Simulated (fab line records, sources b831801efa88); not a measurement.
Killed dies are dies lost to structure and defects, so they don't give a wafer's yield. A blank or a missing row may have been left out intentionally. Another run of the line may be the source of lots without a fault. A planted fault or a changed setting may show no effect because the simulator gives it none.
fab line records    flow sky130
[record] lots = 15  wafers = 45  lastDay = 50
route steps=708 shown CONTACT@423 CAP2M@605
lots that met no fault: taken from a fault-free run of the same line
startH: the number of hours between the record's first day and the start of the first shown wafer of the lot    waitH: hours elapsed since this lot's preceding step    " the same as in the row above    L1.1+2: a single row standing in for several wafers    - no value, or no start was given    * or withheld: withheld    < > ~ a bound
route shown NAME@n: NAME is a module with steps in the file, n the number in the route of the first one    usual: the fault-free wafers' mean and standard deviation    same: alike in all rows    chamber/n: place in a boat    sites: each site's reading    _std_site: the values' standard deviation    _edge_site: the outer-site mean with the inner-site mean subtracted    radiusMm: how far each site lies from the wafer's centre    mask NAME#n: copy n    behind: the tool/chamber that last shaped the wafer    hold: why the lot was held/for how many hours/how that ended    device: the n, p or np transistor that did not switch    end of line: the same wafers' tests at the end of the route    a step without rows: its recipe alone    killed: dies that structure and defects cost at the first sort, which is not the same as the wafer's yield    map: dies across one wafer; x = killed, . = not, _ = none there
set.NAME: the setting as run; set.NAME@STEP: as run at that earlier step    model.NAME: the simulator's own value behind a step, which no gauge read
steps of the route over a sample of lots; a table a step, a row a wafer
services: a tool's chamber out of use, with start hour (startH, from the record's first day; less than 0 if before it), hours out, and reason
[[steps]]
[step SKY_CONTACT_ETCH_17]
[recipe] target = SiO2  chemistry = C4F8/O2/Ar  stopOn = Si3N4  maskMaterial = KrF-thick  sourceW = 1500  biasW = 1200  pressureMtorr = 40  c4f8FlowSccm = withheld  O2_flow_sccm = 6  Ar_flow_sccm = 300  timeS = withheld  targetDepthA = 3400
[usual] oesProductAu = 0.893/0.0048
lot.wafer  tool        chamber  startH  waitH  oesProductAu
L974.4     rieDiel-04  1        746.81  0.0    0.883
L974.5     "           3        "       "      0.891
L974.6     "           0        "       "      0.901
L976.1     rieDiel-04  3        778.32  0.0    0.886
L976.3     "           2        "       "      0.893
L976.5     "           2        "       "      0.893
L978.3     rieDiel-01  3        779.13  0.0    0.892
L978.4     "           2        "       "      0.893
L978.6     "           3        "       "      0.884
L980.1     rieDiel-04  3        802.87  0.0    0.892
L980.3     "           2        "       "      0.890
L980.4     "           3        "       "      0.892
L984.1     rieDiel-01  0        821.08  0.0    0.890
L984.3     "           1        "       "      0.890
L984.5     "           0        "       "      0.893
L985.1     rieDiel-04  2        829.96  0.0    0.902
L985.3     "           3        "       "      0.886
L985.6     "           1        "       "      0.890
L986.1     rieDiel-04  1        838.97  0.0    0.891
L986.4     "           0        "       "      0.895
L986.6     "           3        "       "      0.892
L987.2     rieDiel-01  3        850.46  0.0    0.885
L987.3     "           0        "       "      0.891
L987.5     "           3        "       "      0.885
L988.1     rieDiel-01  1        856.43  0.0    0.896
L988.5     "           2        "       "      0.890
L988.6     "           1        "       "      0.903
L990.2     rieDiel-01  0        875.52  0.0    0.891
L990.4     "           3        "       "      0.895
L990.5     "           1        "       "      0.891
L989.3     rieDiel-01  0        878.24  0.0    0.892
L989.5     "           0        "       "      0.895
L989.6     "           1        "       "      0.897
L991.1     rieDiel-02  2        879.91  0.0    0.896
L991.4     "           1        "       "      0.899
L991.5     "           1        "       "      0.900
L993.2     rieDiel-04  2        892.71  0.0    0.893
L993.3     "           3        "       "      0.897
L993.5     "           3        "       "      0.893
L994.1     rieDiel-04  0        893.68  0.0    0.889
L994.3     "           3        "       "      0.895
L994.5     "           1        "       "      0.898
L995.1     rieDiel-02  3        903.96  0.0    0.897
L995.2     "           1        "       "      0.893
L995.6     "           0        "       "      0.895
[step SKY_CAP2M_SPUTTER_02]
[recipe] material = TiN  targetThkNm = 200  tempC = 300  powerW = 6500  timeS = 166.7  chamberPressurePa = 0.4
[usual] cathodeDcPowerW = 6500.0/1.2  chamberPressurePa = 0.4001/0.0008  throttleValvePct = 30.5/0.58
lot.wafer  tool           chamber  startH   waitH  cathodeDcPowerW  chamberPressurePa  throttleValvePct
L974.4     pvdSputter-02  -        941.10   0.1    6497.6           0.3997             31.0
L974.5     "              -        "        "      6500.2           0.4013             30.6
L974.6     "              -        "        "      6500.5           0.4005             30.3
L976.1     pvdSputter-02  -        969.82   0.1    6500.6           0.3995             30.7
L976.3     "              -        "        "      6498.3           0.3995             31.2
L976.5     "              -        "        "      6500.3           0.3996             28.9
L978.3     pvdSputter-02  -        970.61   0.0    6499.0           0.3995             30.3
L978.4     "              -        "        "      6499.4           0.4000             30.9
L978.6     "              -        "        "      6497.2           0.3996             30.5
L980.1     pvdSputter-03  -        992.74   0.1    6500.4           0.3998             30.9
L980.3     "              -        "        "      6499.5           0.4001             30.6
L980.4     "              -        "        "      6499.1           0.4012             30.6
L984.1     pvdSputter-03  -        1005.87  0.1    -                -                  -
L984.3     "              -        "        "      -                -                  -
L984.5     "              -        "        "      -                -                  -
L985.1     pvdSputter-03  -        1015.24  0.1    -                -                  -
L985.3     "              -        "        "      -                -                  -
L985.6     "              -        "        "      -                -                  -
L986.1     pvdSputter-02  -        1025.22  0.1    -                -                  -
L986.4     "              -        "        "      -                -                  -
L986.6     "              -        "        "      -                -                  -
L987.2     pvdSputter-03  -        1034.02  0.0    6498.3           0.3995             30.8
L987.3     "              -        "        "      6499.8           0.4012             30.7
L987.5     "              -        "        "      6498.9           0.4005             30.3
L988.1     pvdSputter-03  -        1039.19  0.1    6500.6           0.3991             30.8
L988.5     "              -        "        "      6500.4           0.4002             30.9
L988.6     "              -        "        "      6499.5           0.4011             30.8
L990.2     pvdSputter-04  -        1054.36  0.0    6500.4           0.4000             30.2
L990.4     "              -        "        "      6499.6           0.3995             31.2
L990.5     "              -        "        "      6498.7           0.4003             30.3
L989.3     pvdSputter-02  -        1058.41  0.0    6500.6           0.4001             29.1
L989.5     "              -        "        "      6499.9           0.4001             30.7
L989.6     "              -        "        "      6500.6           0.4001             28.9
L991.1     pvdSputter-02  -        1060.03  0.1    6500.0           0.4005             29.2
L991.4     "              -        "        "      6500.7           0.3994             28.9
L991.5     "              -        "        "      6501.2           0.3999             30.5
L993.2     pvdSputter-02  -        1070.48  0.0    6500.7           0.3997             30.9
L993.3     "              -        "        "      6500.3           0.3994             30.7
L993.5     "              -        "        "      6499.9           0.4003             30.5
L994.1     pvdSputter-04  -        1071.78  0.1    6500.6           0.3996             30.1
L994.3     "              -        "        "      6502.5           0.4014             31.6
L994.5     "              -        "        "      6500.0           0.4003             30.4
L995.1     pvdSputter-03  -        1079.17  0.1    6500.3           0.3999             30.3
L995.2     "              -        "        "      6500.4           0.4001             30.6
L995.6     "              -        "        "      6499.9           0.3993             30.5
[step SKY_CAP2M_RS_MEAS_03]
[recipe] thkMeasGauge = four-point-probe  reads = TiN_of_CAP2M_SPUTTER_02
[usual] CAP2M_TIN_RS = 6.93/0.066
lot.wafer  tool          chamber  startH   waitH  hold                     CAP2M_TIN_RS[ohm/sq]
L974.4     filmMetro-02  -        941.21   0.1    -                        6.98
L974.5     "             -        "        "      -                        6.89
L974.6     "             -        "        "      -                        6.82
L976.1     filmMetro-02  -        969.93   0.1    -                        6.91
L976.3     "             -        "        "      -                        6.91
L976.5     "             -        "        "      -                        6.93
L978.3     filmMetro-02  -        970.76   0.1    -                        6.92
L978.4     "             -        "        "      -                        6.99
L978.6     "             -        "        "      -                        6.90
L980.1     filmMetro-03  -        992.85   0.1    -                        6.82
L980.3     "             -        "        "      -                        6.88
L980.4     "             -        "        "      -                        6.84
L984.1     filmMetro-02  -        1005.97  0.1    awaitDispo/0.2h/release  -
L984.3     "             -        "        "      awaitDispo/0.2h/release  -
L984.5     "             -        "        "      awaitDispo/0.2h/release  -
L984.1     filmMetro-02  -        1006.26  0.3    -                        -
L984.3     "             -        "        "      -                        -
L984.5     "             -        "        "      -                        -
L985.1     filmMetro-04  -        1015.35  0.1    awaitDispo/0.2h/release  -
L985.3     "             -        "        "      awaitDispo/0.2h/release  -
L985.6     "             -        "        "      awaitDispo/0.2h/release  -
L985.1     filmMetro-04  -        1015.66  0.3    -                        -
L985.3     "             -        "        "      -                        -
L985.6     "             -        "        "      -                        -
L986.1     filmMetro-04  -        1025.33  0.1    awaitDispo/0.2h/release  -
L986.4     "             -        "        "      awaitDispo/0.2h/release  -
L986.6     "             -        "        "      awaitDispo/0.2h/release  -
L986.1     filmMetro-04  -        1025.61  0.3    -                        -
L986.4     "             -        "        "      -                        -
L986.6     "             -        "        "      -                        -
L987.2     filmMetro-04  -        1034.15  0.1    -                        6.84
L987.3     "             -        "        "      -                        6.96
L987.5     "             -        "        "      -                        6.93
L988.1     filmMetro-04  -        1039.30  0.1    -                        6.86
L988.5     "             -        "        "      -                        6.81
L988.6     "             -        "        "      -                        6.95
L990.2     filmMetro-04  -        1054.49  0.1    -                        6.87
L990.4     "             -        "        "      -                        6.97
L990.5     "             -        "        "      -                        6.91
L989.3     filmMetro-02  -        1058.55  0.1    -                        7.00
L989.5     "             -        "        "      -                        6.99
L989.6     "             -        "        "      -                        7.03
L991.1     filmMetro-03  -        1060.14  0.1    -                        7.02
L991.4     "             -        "        "      -                        7.09
L991.5     "             -        "        "      -                        6.89
L993.2     filmMetro-02  -        1070.61  0.1    -                        6.94
L993.3     "             -        "        "      -                        6.88
L993.5     "             -        "        "      -                        6.92
L994.1     filmMetro-04  -        1071.89  0.1    -                        6.89
L994.3     "             -        "        "      -                        6.91
L994.5     "             -        "        "      -                        6.91
L995.1     filmMetro-02  -        1079.28  0.1    -                        6.93
L995.2     "             -        "        "      -                        7.01
L995.6     "             -        "        "      -                        6.92
[[services]]
tool           chamber  startH   hours  kind
rieDiel-01     1        740.98   9.5    repair
rieDiel-04     -        747.34   0.5    repair
rieDiel-04     0        766.69   3.3    repair
pvdSputter-02  -        781.04   8.3    repair
rieDiel-04     3        781.32   6.6    repair
rieDiel-04     1        802.00   3.3    repair
pvdSputter-02  -        848.31   1.7    repair
rieDiel-04     2        855.28   1.4    repair
rieDiel-02     2        861.78   6.8    repair
rieDiel-02     0        865.50   4.3    repair
rieDiel-04     -        866.69   2.8    pm
rieDiel-02     3        869.07   10.6   repair
rieDiel-02     -        881.34   2.8    pm
rieDiel-04     -        892.32   0.1    repair
rieDiel-04     2        923.76   13.4   repair
rieDiel-01     2        932.80   2.6    repair
rieDiel-04     3        959.86   4.7    repair
pvdSputter-03  -        964.07   7.3    repair
rieDiel-04     -        976.32   2.4    repair
rieDiel-01     2        976.88   6.3    repair
pvdSputter-02  -        983.16   3.7    repair
rieDiel-01     -        1010.50  2.8    pm
rieDiel-01     3        1063.39  11.3   repair
rieDiel-01     -        1067.27  0.2    repair
[[key]]
[firstSign] step = SKY_CAP2M_SPUTTER_02  reading = toolRecord  direction = missing
[effect] step = SKY_CAP2M_RS_MEAS_03  reading = visit  direction = added
metAt SKY_CAP2M_SPUTTER_02
struckLots L984,L985,L986
scrappedBehind SKY_CAP2M_RS_MEAS_03 L984.1,L984.3,L984.5,L985.1,L985.3,L985.6,L986.1,L986.4,L986.6
notActingAt SKY_CONTACT_ETCH_17
onsetBetween 992.74 1005.87
[fault] kind = skippedStepWhole  tool = pvdSputter-02,pvdSputter-03  chamber = -  onsetH = 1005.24  steps = SKY_CAP2M_SPUTTER_02  scope = struckLotsOnly
